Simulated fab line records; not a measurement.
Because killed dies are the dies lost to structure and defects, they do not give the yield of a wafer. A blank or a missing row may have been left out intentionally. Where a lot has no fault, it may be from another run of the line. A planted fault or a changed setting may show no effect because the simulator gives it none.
fab line records	flow sky130
record: lots: 7	wafers: 21	last_day: 50
route steps=708 shown LOCAL_INTERCONNECT@403 CONTACT@406 PAD_OPEN@708
lots that met no fault: from a run of the same line without faults
start_h: start of the lot's first displayed wafer, in hours after the record's first day	wait_h: hours since the lot's step before	" repeats the value in the row above	L1.1+2: a single row standing in for several wafers	- no value, or no start given	* or withheld: withheld	< > ~ a bound
route shown NAME@n: a module of which the file shows steps, and the number in the route of the first	usual: mean and standard deviation over wafers with no fault	same: alike in all rows	chamber/n: place in a boat	sites: the reading at each site	_std_site: their standard deviation	_edge_site: the outer-site mean with the inner-site mean subtracted	radius_mm: for every site, how far away it sits from the centre of the wafer	mask NAME#n: copy n	behind: the most recent tool/chamber to have shaped the wafer	hold: why the lot was held/for how many hours/how that ended	device: whichever transistor did not switch (one of n, p or np)	end of line: tests run on the same wafers once the route is complete	for a step that has no rows: nothing shown but its recipe	killed: dies lost to structure and defects at the first sort, not the wafer's yield	map: shows each die of a wafer: x if killed, . if not, _ if none is there
set.NAME: the setting the step ran with; set.NAME@STEP: the setting that earlier step ran with	model.NAME: the simulator's own value behind a step, which no gauge read
a table for each step, a row for each wafer; lots at some steps of the route
services: from which hour (start_h, from the record's first day; less than 0 if before it) a tool's chamber was out of use, for how many hours, and why
== steps ==
step: SKY_LOCAL_INTERCONNECT_STRIP_16
recipe: chemistry: post_etch_residue_remover	time_s: 1200	temp_c: 72.5
step: SKY_LOCAL_INTERCONNECT_CLEAN_17
recipe: chemistry: IPA	time_s: 180	temp_c: 25
step: SKY_LOCAL_INTERCONNECT_CLEAN_18
recipe: chemistry: O3/DIW	dry: n2_spin
step: SKY_CONTACT_CVD_00
recipe: material: Si3N4	target_thk_nm: 75	temp_c: 400	time_s: withheld	rf_w: 450
usual: heater_power_w: 762/91
lot.wafer	tool	chamber	start_h	wait_h	heater_power_w
L836.4	pecvd-02	2	798.04	0.0	719
L836.5	"	0	"	"	674
L836.6	"	1	"	"	843
L838.1	pecvd-04	0	807.54	0.0	807
L838.2	"	1	"	"	802
L838.3	"	2	"	"	872
L844.1	pecvd-04	2	860.30	0.0	822
L844.3	"	1	"	"	774
L844.5	"	1	"	"	780
L845.2	pecvd-02	0	868.59	0.0	661
L845.4	"	0	"	"	680
L845.6	"	1	"	"	808
L846.2	pecvd-03	2	872.97	0.0	904
L846.4	"	2	"	"	942
L846.5	"	2	"	"	919
L847.1	pecvd-02	2	873.39	0.0	666
L847.3	"	1	"	"	851
L847.5	"	1	"	"	862
L848.2	pecvd-04	0	877.05	0.0	741
L848.4	"	0	"	"	728
L848.5	"	1	"	"	723
step: SKY_CONTACT_THK_MEAS_01
recipe: reads: Si3N4_of_CONTACT_CVD_00
usual: CONTACT_CVD_00_THK: 75.2/0.91
lot.wafer	tool	chamber	start_h	wait_h	CONTACT_CVD_00_THK[nm]
L836.4	film_metro-03	-	798.09	-	75.6
L836.5	"	-	"	"	76.5
L836.6	"	-	"	"	75.0
L838.1	film_metro-03	-	807.57	-	75.9
L838.2	"	-	"	"	74.3
L838.3	"	-	"	"	75.6
L844.1	film_metro-03	-	860.33	-	75.3
L844.3	"	-	"	"	75.5
L844.5	"	-	"	"	76.3
L845.2	film_metro-01	-	868.65	-	74.0
L845.4	"	-	"	"	73.9
L845.6	"	-	"	"	74.4
L846.2	film_metro-03	-	873.03	-	74.3
L846.4	"	-	"	"	75.2
L846.5	"	-	"	"	75.0
L847.1	film_metro-03	-	873.43	-	74.2
L847.3	"	-	"	"	74.8
L847.5	"	-	"	"	75.9
L848.2	film_metro-01	-	877.09	-	75.0
L848.4	"	-	"	"	76.5
L848.5	"	-	"	"	75.8
step: SKY_CONTACT_HDPCVD_02
recipe: material: SiO2	target_thk_nm: 565	sigma_open_frac: 0.3	time_s: 94.2	temp_c: 600	sih4_flow_sccm: 60	pressure_mtorr: 6
step: SKY_CONTACT_THK_MEAS_03
recipe: reads: SiO2_of_CONTACT_HDPCVD_02
usual: CONTACT_HDPCVD_THK: 566/4.6
lot.wafer	tool	chamber	start_h	wait_h	CONTACT_HDPCVD_THK[nm]
L836.4	film_metro-04	-	798.21	0.0	562
L836.5	"	-	"	"	566
L836.6	"	-	"	"	571
L838.1	film_metro-01	-	807.70	0.0	561
L838.2	"	-	"	"	562
L838.3	"	-	"	"	563
L844.1	film_metro-01	-	860.46	0.0	567
L844.3	"	-	"	"	565
L844.5	"	-	"	"	570
L845.2	film_metro-04	-	868.78	0.0	563
L845.4	"	-	"	"	567
L845.6	"	-	"	"	567
L846.2	film_metro-01	-	873.15	0.0	566
L846.4	"	-	"	"	563
L846.5	"	-	"	"	562
L847.1	film_metro-01	-	873.55	0.0	561
L847.3	"	-	"	"	558
L847.5	"	-	"	"	568
L848.2	film_metro-03	-	877.22	0.0	571
L848.4	"	-	"	"	573
L848.5	"	-	"	"	569
step: SKY_CONTACT_CMP_04
recipe: material: SiO2	down_force_psi: 4	platen_rpm: 60	pad_velocity_m_s: 0.94248
usual: motor_current_A: 11.7/1.4	time_to_endpoint_s: 82/3
lot.wafer	tool	chamber	start_h	wait_h	motor_current_A	time_to_endpoint_s
L836.4	cmp-02	1	798.24	0.0	14.0	74
L836.5	"	1	"	"	14.2	76
L836.6	"	2	"	"	11.5	78
L838.1	cmp-02	1	807.76	0.1	14.1	81
L838.3	"	2	"	"	11.9	84
L838.2	"	0	"	"	11.3	81
L844.1	cmp-02	1	860.52	0.1	14.4	81
L844.3	"	0	"	"	11.2	79
L844.5	"	1	"	"	13.6	80
L845.2	cmp-01	0	868.93	0.1	10.8	85
L845.4	"	1	"	"	13.9	87
L845.6	"	3	"	"	12.1	87
L846.2	cmp-02	3	873.25	0.1	10.3	83
L846.4	"	1	"	"	13.0	79
L846.5	"	2	"	"	11.9	82
L847.3	cmp-01	3	873.61	0.0	11.8	80
L847.1	"	2	"	"	9.6	85
L847.5	"	3	"	"	12.2	85
L848.2	cmp-02	0	877.27	0.0	11.4	84
L848.4	"	3	"	"	11.1	82
L848.5	"	0	"	"	11.7	83
step: SKY_CONTACT_BOW_MEAS_05
recipe: mode: bow
usual: CONTACT_BOW: 81/6.3
lot.wafer	tool	chamber	start_h	wait_h	CONTACT_BOW[um]
L836.4	film_metro-01	-	798.60	0.3	74
L836.5	"	-	"	"	87
L836.6	"	-	"	"	85
L838.1	film_metro-03	-	808.06	0.2	76
L838.2	"	-	"	"	77
L838.3	"	-	"	"	84
L844.1	film_metro-03	-	860.82	0.2	80
L844.3	"	-	"	"	83
L844.5	"	-	"	"	81
L845.2	film_metro-03	-	869.15	0.2	71
L845.4	"	-	"	"	80
L845.6	"	-	"	"	82
L846.2	film_metro-04	-	873.52	0.2	87
L846.4	"	-	"	"	82
L846.5	"	-	"	"	84
L847.1	film_metro-03	-	873.91	0.1	81
L847.3	"	-	"	"	86
L847.5	"	-	"	"	88
L848.2	film_metro-01	-	877.59	0.3	73
L848.4	"	-	"	"	78
L848.5	"	-	"	"	88
step: SKY_CONTACT_DEHYDRATE_06
recipe: temp_c: 200	time_s: 60
step: SKY_CONTACT_HMDS_07
recipe: prime_time_s: 60	prime_temp_c: 120
step: SKY_CONTACT_COAT_08
recipe: resist: BARC	temp_c: withheld	time_s: withheld	spin_rpm: 3000	resist_thk_nm: 60
step: SKY_CONTACT_COAT_09
recipe: resist: KrF-thick	spin_rpm: 3000	resist_thk_nm: 450
usual: spin_speed_rpm: 2999.6/1.9
lot.wafer	tool	chamber	start_h	wait_h	spin_speed_rpm	model.KrF-thick_of_CONTACT_COAT_09.thk_nm
L836.4	litho_track-04	0	811	-	2997.4	448.4
L836.5	"	0	"	"	2997.8	449
L836.6	"	0	"	"	3002.5	448.4
L838.1	litho_track-03	0	821	-	2997.4	449.5
L838.2	"	0	"	"	2998.7	449.7
L838.3	"	0	"	"	2997.4	448.8
L844.1	litho_track-03	0	872	-	3000.8	428
L844.3	"	0	873	-	2999.7	428.1
L844.5	"	0	"	"	2999.8	428.1
L845.2	litho_track-03	0	882	-	2997.7	429.8
L845.4	"	0	"	"	2999.0	430
L845.6	"	0	"	"	2998.8	429.4
L846.2	litho_track-04	0	886	-	3000.3	446.2
L846.4	"	0	"	"	2999.3	444.6
L846.5	"	0	"	"	3000.8	446.2
L847.1	litho_track-03	0	886	-	3000.0	430.7
L847.3	"	0	"	"	3001.0	429.9
L847.5	"	0	887	-	2998.7	429.2
L848.2	litho_track-04	0	890	-	2999.6	446.4
L848.4	"	0	"	"	2997.5	446.2
L848.5	"	0	"	"	2998.9	447
step: SKY_CONTACT_SOFTBAKE_10
recipe: temp_c: 100	time_s: 90	resist: KrF-thick
step: SKY_CONTACT_EXPOSE_11
recipe: mask_id: CTM1	na: 0.8	source_shape: annular	sigma_inner: 0.55	sigma_outer: 0.85	target_cd_nm: 170	dose_mj: 38
step: SKY_CONTACT_PEB_12
recipe: peb_temp_c: withheld	peb_time_s: withheld	resist: KrF-thick
step: SKY_CONTACT_DEVELOP_13
recipe: develop_time_s: 60	resist: KrF-thick	dev_temp_c: 21
step: SKY_CONTACT_CD_MEAS_14
recipe: target_cd_nm: 170
usual: cd_nm: 169.7/1.7
lot.wafer	tool	chamber	start_h	wait_h	cd_nm
L836.4	cd_sem-01	-	824.49	-	169.8
L836.5	"	-	"	"	170.0
L836.6	"	-	"	"	168.9
L838.1	cd_sem-01	-	834.78	-	171.3
L838.2	"	-	"	"	169.6
L838.3	"	-	"	"	170.2
L844.1	cd_sem-01	-	886.13	-	170.3
L844.3	"	-	"	"	169.6
L844.5	"	-	"	"	171.9
L845.2	cd_sem-01	-	895.09	-	172.3
L845.4	"	-	"	"	172.6
L845.6	"	-	"	"	172.9
L846.2	cd_sem-02	-	898.75	-	168.9
L846.4	"	-	"	"	171.5
L846.5	"	-	"	"	170.1
L847.1	cd_sem-01	-	899.47	-	171.3
L847.3	"	-	"	"	168.6
L847.5	"	-	"	"	169.7
L848.2	cd_sem-02	-	902.64	-	168.6
L848.4	"	-	"	"	168.4
L848.5	"	-	"	"	169.1
step: SKY_CONTACT_OVL_MEAS_15
usual: CONTACT_OVL: -2/5.2
lot.wafer	tool	chamber	start_h	wait_h	CONTACT_OVL[nm]
L836.4	overlay-01	-	824.57	0.1	0
L836.5	"	-	"	"	-6
L836.6	"	-	"	"	5
L838.1	overlay-01	-	834.90	0.1	-2
L838.2	"	-	"	"	-9
L838.3	"	-	"	"	-4
L844.1	overlay-02	-	886.25	0.1	-6
L844.3	"	-	"	"	-4
L844.5	"	-	"	"	0
L845.2	overlay-02	-	895.20	0.1	6
L845.4	"	-	"	"	6
L845.6	"	-	"	"	7
L846.2	overlay-01	-	898.86	0.1	0
L846.4	"	-	"	"	-3
L846.5	"	-	"	"	9
L847.1	overlay-02	-	899.59	0.1	-3
L847.3	"	-	"	"	0
L847.5	"	-	"	"	-3
L848.2	overlay-02	-	902.75	0.1	3
L848.4	"	-	"	"	-1
L848.5	"	-	"	"	0
step: SKY_CONTACT_ETCH_16
recipe: chemistry: N2/H2	target: BARC	ion_energy_ev: 200	source_w: 500	bias_w: 100	pressure_mtorr: 30	n2_flow_sccm: 100	h2_flow_sccm: 200	stop_on: SiO2	time_s: 45.9	target_depth_a: 600
usual: drypump_motor_current_A: 5.8/0.49	oes_product_au: 0.854/0.0046	throttle_valve_pct: 13.225/0.0087
lot.wafer	tool	chamber	start_h	wait_h	drypump_motor_current_A	oes_product_au	rf_hours_counter_h	throttle_valve_pct
L836.4	rie_diel-01	2	824.59	0.0	5.4	0.851	2	13.228
L836.5	"	1	"	"	5.2	0.855	-	13.224
L836.6	"	2	"	"	5.4	0.854	-	13.234
L838.1	rie_diel-01	2	834.94	0.0	5.4	0.852	3	13.234
L838.2	"	1	"	"	5.3	0.850	21	13.218
L838.3	"	3	"	"	6.2	0.851	9	13.226
L844.1	rie_diel-04	0	886.29	0.0	5.8	0.852	13	13.212
L844.3	"	2	"	"	5.9	0.847	6	13.233
L844.5	"	3	"	"	6.0	0.853	-	13.223
L845.2	rie_diel-01	3	895.23	0.0	6.3	0.856	11	13.222
L845.4	"	1	"	"	5.3	0.865	23	13.235
L845.6	"	2	"	"	5.4	0.855	-	13.222
L846.2	rie_diel-04	2	898.89	0.0	5.9	0.853	7	13.237
L846.4	"	1	"	"	5.9	0.840	13	13.240
L846.5	"	3	"	"	6.0	0.848	-	13.220
L847.1	rie_diel-03	1	899.63	0.0	5.1	0.851	7	13.220
L847.3	"	0	"	"	5.8	0.852	18	13.219
L847.5	"	1	"	"	5.1	0.854	-	13.231
L848.2	rie_diel-03	2	902.78	0.0	6.7	0.852	6	13.235
L848.4	"	0	"	"	5.8	0.857	18	13.208
L848.5	"	0	"	"	5.8	0.849	-	13.238
step: SKY_CONTACT_ETCH_17
recipe: target: SiO2	chemistry: C4F8/O2/Ar	stop_on: Si3N4	mask_material: KrF-thick	source_w: 1500	bias_w: 1200	pressure_mtorr: 40	c4f8_flow_sccm: withheld	O2_flow_sccm: 6	Ar_flow_sccm: 300	time_s: withheld	target_depth_a: 3400
usual: oes_product_au: 0.891/0.0047
lot.wafer	tool	chamber	start_h	wait_h	oes_product_au
L836.4	rie_diel-01	2	824.63	0.0	0.886
L836.5	"	1	"	"	0.891
L836.6	"	2	"	"	0.884
L838.1	rie_diel-01	2	834.98	0.0	0.892
L838.2	"	1	"	"	0.894
L838.3	"	3	"	"	0.892
L844.1	rie_diel-04	0	886.33	0.0	0.883
L844.3	"	2	"	"	0.879
L844.5	"	3	"	"	0.892
L845.2	rie_diel-01	3	895.27	0.0	0.886
L845.4	"	1	"	"	0.896
L845.6	"	2	"	"	0.887
L846.2	rie_diel-04	2	898.93	0.0	0.891
L846.4	"	1	"	"	0.891
L846.5	"	3	"	"	0.882
L847.1	rie_diel-03	1	899.67	0.0	0.888
L847.3	"	0	"	"	0.884
L847.5	"	1	"	"	0.893
L848.2	rie_diel-03	2	902.82	0.0	0.894
L848.4	"	0	"	"	0.886
L848.5	"	0	"	"	0.891
step: SKY_CONTACT_ETCH_18
recipe: target: Si3N4	chemistry: CHF3/O2	stop_on: TiN	source_w: 600	bias_w: 200	pressure_mtorr: 40	chf3_flow_sccm: 50	O2_flow_sccm: 5	time_s: 39	target_depth_a: 750
usual: drypump_motor_current_A: 5.8/0.49	oes_product_au: 0.856/0.0074	throttle_valve_pct: 8.792/0.0086
lot.wafer	tool	chamber	start_h	wait_h	drypump_motor_current_A	oes_product_au	rf_hours_counter_h	throttle_valve_pct	model.KrF-thick_of_CONTACT_COAT_09.thk_nm
L836.4	rie_diel-01	2	-	-	5.4	0.860	2	8.777	241.5
L836.5	"	1	"	"	5.2	0.864	-	8.783	239.6
L836.6	"	2	"	"	5.4	0.862	-	8.790	241.8
L838.1	rie_diel-01	2	-	-	5.4	0.863	3	8.803	243.1
L838.2	"	1	"	"	5.2	0.849	21	8.784	240.8
L838.3	"	3	"	"	6.3	0.861	9	8.788	242.3
L844.1	rie_diel-04	0	-	-	5.8	0.860	13	8.794	223.1
L844.3	"	2	"	"	5.9	0.862	6	8.800	220.6
L844.5	"	3	"	"	6.0	0.862	-	8.799	220.8
L845.2	rie_diel-01	3	-	-	6.3	0.844	11	8.780	223.8
L845.4	"	1	"	"	5.3	0.848	23	8.802	220.8
L845.6	"	2	"	"	5.4	0.850	-	8.781	225.2
L846.2	rie_diel-04	2	-	-	5.9	0.849	7	8.810	239.2
L846.4	"	1	"	"	5.9	0.851	13	8.793	237.3
L846.5	"	3	"	"	6.0	0.852	-	8.792	238.6
L847.1	rie_diel-03	1	-	-	5.1	0.849	7	8.802	224.6
L847.3	"	0	"	"	5.8	0.857	18	8.807	223.4
L847.5	"	1	"	"	5.1	0.852	-	8.812	224.9
L848.2	rie_diel-03	2	-	-	6.7	0.858	6	8.795	238.6
L848.4	"	0	"	"	5.8	0.864	18	8.792	238.2
L848.5	"	0	"	"	5.8	0.863	-	8.794	239
step: SKY_CONTACT_STRIP_19
recipe: chemistry: O2/N2	power_w: 1400	pressure_mtorr: 1500	platen_temp_c: withheld	o2_flow_sccm: 3000	n2_flow_sccm: 300	overash_fraction: 0.5
usual: drypump_motor_current_A: 5.68/0.28	oes_product_au: 0.381/0.0041	strip_time_to_endpoint_s: 3.614/0.027
lot.wafer	tool	chamber	start_h	wait_h	drypump_motor_current_A	oes_product_au	rf_hours_counter_h	strip_time_to_endpoint_s
L836.4	plasma_asher-01	1	824.75	-	5.57	0.378	-	3.595
L836.5	"	1	"	"	5.56	0.382	-	3.571
L836.6	"	0	"	"	5.28	0.387	-	3.606
L838.1	plasma_asher-03	1	835.07	-	5.48	0.380	10	3.601
L838.2	"	0	"	"	5.75	0.378	10	3.600
L838.3	"	1	"	"	5.48	0.377	-	3.609
L844.1	plasma_asher-04	1	886.42	-	6.21	0.379	75	3.390
L844.3	"	0	"	"	5.79	0.372	-	3.372
L844.5	"	1	"	"	6.22	0.372	-	3.388
L845.2	plasma_asher-01	0	895.36	-	5.27	0.365	107	3.422
L845.4	"	0	"	"	5.31	0.378	-	3.388
L845.6	"	1	"	"	5.57	0.368	-	3.437
L846.2	plasma_asher-03	0	899.02	-	5.72	0.381	17	3.584
L846.4	"	0	"	"	5.71	0.376	-	3.541
L846.5	"	1	"	"	5.50	0.377	-	3.580
L847.1	plasma_asher-03	0	899.76	-	5.72	0.380	17	3.436
L847.3	"	0	"	"	5.71	0.376	-	3.414
L847.5	"	0	"	"	5.72	0.373	-	3.420
L848.2	plasma_asher-04	0	902.91	-	5.77	0.377	77	3.559
L848.4	"	1	"	"	6.21	0.377	-	3.570
L848.5	"	1	"	"	6.19	0.377	-	3.553
step: SKY_CONTACT_STRIP_20
recipe: chemistry: post_etch_residue_remover	time_s: 1200	temp_c: 72.5
step: SKY_PAD_OPEN_PROBE_99
usual: killed_at_M0_to_M3: 45/6.9	killed_at_M4_up: 3.0/1.7	killed_at_contacts: 25/5.6	killed_at_front_end: 15/4.2	killed_at_other: 0.3/0.55	killed_dies: 89/9.6	killed_open: 49/7.2	killed_short: 39/6.5
same: gross_dies: 492	killed_at_back_side: 0
lot.wafer	tool	chamber	start_h	wait_h	killed_at_M0_to_M3	killed_at_M4_up	killed_at_contacts	killed_at_front_end	killed_at_other	killed_dies	killed_open	killed_short
L836.4	prober-02	-	1143.29	0.2	55	4	23	24	0	106	53	53
L836.5	prober-02	-	1143.34	0.2	50	2	20	20	0	92	47	45
L836.6	prober-02	-	1143.39	0.2	47	3	26	23	1	100	51	49
L838.1	prober-02	-	1150.21	0.1	41	3	17	12	0	73	41	31
L838.2	prober-02	-	1150.26	0.1	49	1	20	18	1	89	49	39
L838.3	prober-02	-	1150.31	0.2	48	2	31	18	1	100	60	37
L844.1	prober-02	-	1183.02	0.1	58	5	30	13	1	107	52	55
L844.3	prober-02	-	1183.12	0.2	39	1	29	14	0	83	47	35
L844.5	prober-02	-	1183.22	0.2	47	4	29	19	0	99	51	46
L845.2	prober-01	-	1190.32	0.1	28	2	34	13	0	77	41	36
L845.4	prober-01	-	1190.42	0.2	48	4	21	18	0	91	45	46
L845.6	prober-01	-	1190.52	0.2	46	4	29	12	1	92	47	45
L846.2	prober-02	-	1193.35	0.1	60	2	22	11	3	98	53	42
L846.4	prober-02	-	1193.45	0.2	47	2	22	13	1	85	49	35
L846.5	prober-02	-	1193.50	0.2	39	2	22	20	2	85	43	41
L847.1	prober-01	-	1193.68	0.1	42	3	32	19	0	96	51	45
L847.3	prober-01	-	1193.78	0.2	45	2	19	22	0	88	53	35
L847.5	prober-01	-	1193.88	0.2	47	8	24	19	0	98	55	43
L848.2	prober-02	-	1195.39	0.1	50	6	28	14	0	98	55	42
L848.4	prober-02	-	1195.49	0.2	49	1	24	6	0	80	53	27
L848.5	prober-02	-	1195.54	0.2	43	2	39	17	0	101	67	34
killed by level:class
L836.4 VIA1:geometric_particle:open=10 VIA1:geometric_particle:short=9 POLY_GATE:geometric_particle:short=8 CONTACT:geometric_particle:open=8 VIA2:geometric_particle:open=8 LI_CONTACT:geometric_particle:open=6 POLY_GATE:geometric_particle:open=5 METAL1:geometric_particle:short=5
L836.5 VIA2:geometric_particle:open=10 VIA1:geometric_particle:open=9 CONTACT:geometric_particle:open=8 METAL1:geometric_particle:short=7 METAL3:geometric_particle:short=6 POLY_GATE:geometric_particle:short=5 CONTACT:geometric_particle:short=5 VIA1:geometric_particle:short=5
L836.6 FIELD_ISO:geometric_particle:short=12 VIA1:geometric_particle:open=12 CONTACT:geometric_particle:open=10 FIELD_ISO:geometric_particle:open=7 VIA3:geometric_particle:open=6 CONTACT:geometric_particle:short=6 VIA2:geometric_particle:open=5 METAL2:geometric_particle:short=4
L838.1 CONTACT:geometric_particle:open=8 VIA3:geometric_particle:open=8 METAL2:geometric_particle:short=7 VIA1:geometric_particle:open=6 VIA1:geometric_particle:short=4 METAL2:geometric_particle:open=4 VIA2:geometric_particle:open=4 FIELD_ISO:geometric_particle:short=3
L838.2 VIA1:geometric_particle:open=11 VIA3:geometric_particle:open=9 CONTACT:geometric_particle:open=8 METAL1:geometric_particle:short=7 LI_CONTACT:geometric_particle:open=5 METAL2:geometric_particle:short=5 VIA2:geometric_particle:open=5 FIELD_ISO:geometric_particle:short=4
L838.3 LI_CONTACT:geometric_particle:open=14 VIA1:geometric_particle:short=8 CONTACT:geometric_particle:open=8 VIA1:geometric_particle:open=8 METAL3:geometric_particle:short=7 VIA2:geometric_particle:open=6 VIA3:geometric_particle:open=6 CONTACT:geometric_particle:short=5
L844.1 VIA1:geometric_particle:open=17 LI_CONTACT:geometric_particle:open=9 CONTACT:geometric_particle:short=9 VIA3:geometric_particle:open=8 VIA1:geometric_particle:short=7 METAL1:geometric_particle:short=6 CONTACT:geometric_particle:open=5 VIA2:geometric_particle:short=5
L844.3 CONTACT:geometric_particle:open=16 VIA1:geometric_particle:open=9 VIA1:geometric_particle:short=7 VIA3:geometric_particle:open=7 VIA2:geometric_particle:open=6 FIELD_ISO:geometric_particle:short=5 METAL1:geometric_particle:short=4 LI_CONTACT:geometric_particle:open=4
L844.5 VIA1:geometric_particle:open=13 CONTACT:geometric_particle:open=8 FIELD_ISO:geometric_particle:short=8 LI_CONTACT:geometric_particle:open=7 VIA2:geometric_particle:open=7 CONTACT:geometric_particle:short=6 VIA1:geometric_particle:short=6 LI_CONTACT:geometric_particle:short=5
L845.2 LI_CONTACT:geometric_particle:open=9 VIA1:geometric_particle:open=7 CONTACT:geometric_particle:open=6 CONTACT:geometric_particle:short=6 LI_CONTACT:geometric_particle:short=5 LOCAL_INTERCONNECT:geometric_particle:short=5 METAL2:geometric_particle:short=5 VIA2:geometric_particle:open=5
L845.4 VIA1:geometric_particle:open=11 CONTACT:geometric_particle:open=7 LI_CONTACT:geometric_particle:open=6 METAL2:geometric_particle:short=6 VIA1:geometric_particle:short=5 METAL1:geometric_particle:short=5 VIA3:geometric_particle:open=5 VIA2:geometric_particle:open=5
L845.6 VIA1:geometric_particle:open=11 CONTACT:geometric_particle:open=11 LOCAL_INTERCONNECT:geometric_particle:short=7 VIA3:geometric_particle:open=7 VIA1:geometric_particle:short=6 LI_CONTACT:geometric_particle:open=6 METAL2:geometric_particle:short=6 VIA2:geometric_particle:open=5
L846.2 VIA2:geometric_particle:open=12 VIA1:geometric_particle:open=11 METAL2:geometric_particle:short=9 LI_CONTACT:geometric_particle:open=8 METAL1:geometric_particle:short=6 VIA3:geometric_particle:open=6 FIELD_ISO:geometric_particle:open=5 CONTACT:geometric_particle:open=5
L846.4 VIA2:geometric_particle:open=12 VIA3:geometric_particle:open=9 VIA1:geometric_particle:open=7 LI_CONTACT:geometric_particle:open=7 CONTACT:geometric_particle:open=5 METAL1:geometric_particle:short=5 LOCAL_INTERCONNECT:geometric_particle:short=4 CONTACT:geometric_particle:short=4
L846.5 VIA1:geometric_particle:open=9 VIA2:geometric_particle:open=7 CONTACT:geometric_particle:short=6 METAL1:geometric_particle:short=6 FIELD_ISO:geometric_particle:short=5 POLY_GATE:geometric_particle:short=5 LI_CONTACT:geometric_particle:open=5 FIELD_ISO:geometric_particle:open=4
L847.1 CONTACT:geometric_particle:open=13 VIA1:geometric_particle:open=9 VIA3:geometric_particle:open=9 VIA1:geometric_particle:short=8 CONTACT:geometric_particle:short=7 FIELD_ISO:geometric_particle:short=6 LI_CONTACT:geometric_particle:open=6 VIA2:geometric_particle:open=6
L847.3 VIA1:geometric_particle:open=19 VIA3:geometric_particle:open=8 FIELD_ISO:geometric_particle:open=7 CONTACT:geometric_particle:short=6 LI_CONTACT:geometric_particle:open=6 VIA2:geometric_particle:open=6 POLY_GATE:geometric_particle:short=5 POLY_GATE:geometric_particle:open=5
L847.5 VIA3:geometric_particle:open=11 CONTACT:geometric_particle:open=10 VIA1:geometric_particle:open=8 LI_CONTACT:geometric_particle:open=7 METAL1:geometric_particle:short=7 METAL4:geometric_particle:short=6 VIA2:geometric_particle:open=5 FIELD_ISO:geometric_particle:short=4
L848.2 VIA1:geometric_particle:open=13 CONTACT:geometric_particle:open=8 VIA3:geometric_particle:open=8 POLY_GATE:geometric_particle:open=7 LI_CONTACT:geometric_particle:short=7 LI_CONTACT:geometric_particle:open=6 VIA1:geometric_particle:short=6 METAL2:geometric_particle:short=6
L848.4 CONTACT:geometric_particle:open=11 VIA1:geometric_particle:open=11 VIA3:geometric_particle:open=8 VIA2:geometric_particle:open=7 LI_CONTACT:geometric_particle:open=6 VIA1:geometric_particle:short=5 METAL1:geometric_particle:short=4 METAL3:geometric_particle:short=4
L848.5 CONTACT:geometric_particle:open=18 VIA1:geometric_particle:open=12 VIA2:geometric_particle:open=9 LI_CONTACT:geometric_particle:open=8 CONTACT:geometric_particle:short=7 FIELD_ISO:geometric_particle:open=5 VIA3:geometric_particle:open=5 POLY_GATE:geometric_particle:short=4
== services ==
tool	chamber	start_h	hours	kind
plasma_asher-04	-	774.50	14.6	pm
pecvd-04	0	784.14	5.9	repair
rie_diel-01	1	785.91	9.8	repair
cmp-01	-	786.57	1.2	repair
pecvd-04	0	791.73	2.1	scheduled_down
pecvd-04	2	793.86	2.1	scheduled_down
rie_diel-03	0	794.25	8.6	repair
plasma_asher-01	-	796.18	5.4	repair
pecvd-04	2	811.43	5.5	repair
cmp-01	-	812.01	6.3	repair
pecvd-02	2	816.81	3.8	repair
pecvd-04	1	818.12	-	clean
pecvd-04	1	818.12	-	consumable_replace:showerhead
cmp-01	-	823.30	1.3	repair
rie_diel-01	2	845.22	5.1	repair
rie_diel-04	1	854.48	2.7	repair
pecvd-03	-	862.87	0.9	repair
pecvd-03	1	866.64	6.3	repair
rie_diel-03	0	868.36	14.9	repair
rie_diel-04	0	879.64	1.5	repair
cmp-02	-	880.78	2.1	repair
rie_diel-03	-	887.92	0.9	repair
plasma_asher-01	-	896.91	1.6	repair
cmp-02	-	901.54	4.7	pm
== key ==
first_sign: step: SKY_CONTACT_STRIP_19	reading: strip_time_to_endpoint_s	direction: down	sigmas: 7.5	usual: *	struck: *	through: *
effect none on later readings
model_effect: step: SKY_CONTACT_COAT_09	value: KrF-thick_of_CONTACT_COAT_09.thk_nm	without: 450.2	struck: 429.2
model_effect: step: SKY_CONTACT_ETCH_18	value: KrF-thick_of_CONTACT_COAT_09.thk_nm	without: 244	struck: 223
met_at SKY_CONTACT_COAT_09
struck_wafers L844.1,L844.3,L844.5,L845.2,L845.4,L845.6,L847.1,L847.3,L847.5
tester_left_out L844,L845,L847
loop_trim: step: SKY_CONTACT_EXPOSE_11	setting: dose	lots: L847
onset_between 821 872
fault: kind: process_parameter_drift	tool: litho_track-03	chamber: -	onset_h: 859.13	steps: SKY_CONTACT_COAT_09	channel: resist_thk_nm	offset: -20.959	shape: step	end_h: 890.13	acts_in: these_recipes_only	stated: 450
tester_left_out: of these lots the tester's yield and bins aren't shown, on N5 and GAA mostly nor the transistor test; their killed dies are dies lost to structure and defects alone, not to doping, threshold or leakage, so they don't give the yield
loop_trim: a control loop set the setting to another value than it would have without faults
